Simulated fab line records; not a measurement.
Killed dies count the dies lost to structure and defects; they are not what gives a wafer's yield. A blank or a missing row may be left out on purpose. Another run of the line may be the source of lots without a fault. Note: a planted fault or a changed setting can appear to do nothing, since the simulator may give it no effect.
Code-filled problem report in 8D (eight disciplines) form	flow sky130	the parts of the form that need people (team, actions taken, sign-off) are left out

1. THE ISSUE
NWELL_RS at SKY_NWELL_RS_MEAS_29 reads a mean of 641.6 ohm/sq on 6 wafers of 2 lots; wafers without a fault read 624.0 ohm/sq with a standard deviation of 1.4. Measured from the usual mean, that is +13 standard deviations.
The step: measures by four-point-probe.
First observed at day 10 10:31: wafer L669.3, on film metro-04. The record has a number at this step for 36 wafers belonging to 12 lots. The rule behind "out" and "out of limits": a value lying over 4 standard deviations away from the usual mean. The rest of the wafers with a number are treated as sound.

2. WHAT IT IS; WHAT IT IS NOT
question	is	is not
which readings at this step	NWELL_RS	-
which lots	L669, L670	L651, L652, L656, L658, L659, L660, L662, L664, L672, L673
which wafers of those lots	all that have a number	-
read on which gauges	film metro-01, film metro-04	film metro-02
when	from day 10 10:31	up to then (24 sound wafers); but 6 sound wafers of L672, L673 came after

3. WHAT RULES OUT EACH SUSPECT
Counting: a tool at a process step up to the reading stays a suspect if it ran every lot that is out and no sound lot after the first of them.
- ruled out: the gauge at SKY_NWELL_RS_MEAS_29. The wafers that are out were read on 2 gauges (film metro-01, film metro-04).
- implanter-04 at SKY_NWELL_IMPLANT_12: kept. Every lot that is out went through it, starting with L669 (day 9 12:08), and after that it ran no sound lot; the last sound lot it ran before then is L664 (day 8 17:01). On those wafers its own readings are out: dose ions cm2, faraday current uA.
Left after counting: implanter-04 at SKY_NWELL_IMPLANT_12.

4. THE CAUSE (what the simulator had put in)
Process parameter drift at SKY_NWELL_IMPLANT_12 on implanter-04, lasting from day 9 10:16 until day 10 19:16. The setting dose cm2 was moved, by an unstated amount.
This tool alone remained once counting was done.

5. SEQUENCE OF EFFECTS, ordered by route
Each row: a reading where the mean over the struck wafers with a number is more than 3 standard deviations away from the usual. Only readings whose record carries a usual standard deviation are examined. hours: median over the lots of the time between each lot's start at the first step of this table that gives one and its start at this step. sigmas: the change, counted in usual standard deviations.
hours	step	reading	usual	on struck wafers	change	sigmas
0	SKY_NWELL_IMPLANT_12	dose ions cm2	1.3001e+12	7.5685e+11	-5.4325e+11	-99 or more
0	SKY_NWELL_IMPLANT_12	faraday current uA	7.34	4.26	-3.08	-22
22	SKY_NWELL_RS_MEAS_29	NWELL_RS	624.0 ohm/sq	641.6	+17.6	+13
Its process steps:
- SKY_NWELL_IMPLANT_12
At these later measuring or inspecting steps, every struck wafer for which the step has a row has a number for every such reading, and none has moved that far: SKY_VT_ADJUST_LVTN_OVL_MEAS_18.

6. HOW IT WOULD HAVE BEEN CAUGHT EARLIER
In this record the first reading out of limits at a measuring or inspecting step was taken at day 10 10:31, 24 hours after the fault began at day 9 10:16.
Tool's own readings at SKY_NWELL_IMPLANT_12, dose ions cm2, faraday current uA: out on all struck wafers the step has rows for; an alarm limit on them would have tripped on the first.
The start of SKY_NWELL_IMPLANT_12 on implanter-04 came by day 10 10:31 for every one of the lots that are out (2). Had the tool been put on hold then, not one of them would have been saved.
